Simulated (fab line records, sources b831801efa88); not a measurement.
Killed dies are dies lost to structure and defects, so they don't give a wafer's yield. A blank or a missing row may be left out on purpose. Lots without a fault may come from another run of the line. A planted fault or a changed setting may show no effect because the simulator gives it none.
Which tool did it? | flow gf180mcu | 6 lots, 18 wafers sampled, at 3 steps of a route of 602

WHAT THE GAUGES READ, wafer by wafer
GF_TOP_METAL_OVL_MEAS_15.
lot  | measured     | on         | TOP_METAL_OVL (nm)
L553 | day 28 15:42 | overlay-02 | -3.4 -0.8 -3.0
L555 | day 29 10:14 | overlay-02 | 1.1 0.4 -1.0
L557 | day 30 02:37 | overlay-02 | 0.2 0.8 -0.1
L559 | day 30 15:29 | overlay-01 | -0.2 0.5 0.7
L561 | day 31 05:03 | overlay-01 | 1.8 2.3 4.7
L565 | day 32 04:33 | overlay-01 | -1.0 1.0 0.1

WHICH TOOL RAN EACH LOT (tool, then ch and the chambers of the sampled wafers, then the start)
lot  | GF_V3_CLEAN_20                  | GF_TOP_METAL_SPUTTER_02
L553 | wet_bench-01 ch 0, day 23 01:42 | pvd_sputter-04, day 27 20:42
L555 | wet_bench-02 ch 0, day 23 22:36 | pvd_sputter-03, day 28 14:49
L557 | wet_bench-01 ch 0, day 24 14:50 | pvd_sputter-02, day 29 07:47
L559 | wet_bench-02 ch 0, day 25 09:52 | pvd_sputter-02, day 29 20:52
L561 | wet_bench-01 ch 2, day 26 03:30 | pvd_sputter-02, day 30 11:02
L565 | wet_bench-01 ch 1, day 27 06:38 | pvd_sputter-04, day 31 11:44
- GF_V3_CLEAN_20: cleans in DIW.
- GF_TOP_METAL_SPUTTER_02: material AlCu, target thk 900 nm, time 47.82 s.

THE ANSWER, worked out from the rows above alone
Rule: what is usual is taken from the lots themselves. Put in order of their means at a reading, lots are off if they are a third of the lots or fewer, leave a main group of 4 or more, and stand apart from it by a gap of 3 or more times the standard deviation of the main group's means; of several such gaps the widest counts. A main group whose means are all the same, to the digits that the tables above print for the reading, isn't used. A lot without any number at a reading at which 4 lots or more have one is off too. The other lots that the step has rows for count as sound.
No lot is off at any reading shown: from this, nothing can be told.

WHAT THE SIMULATOR HAD PUT IN
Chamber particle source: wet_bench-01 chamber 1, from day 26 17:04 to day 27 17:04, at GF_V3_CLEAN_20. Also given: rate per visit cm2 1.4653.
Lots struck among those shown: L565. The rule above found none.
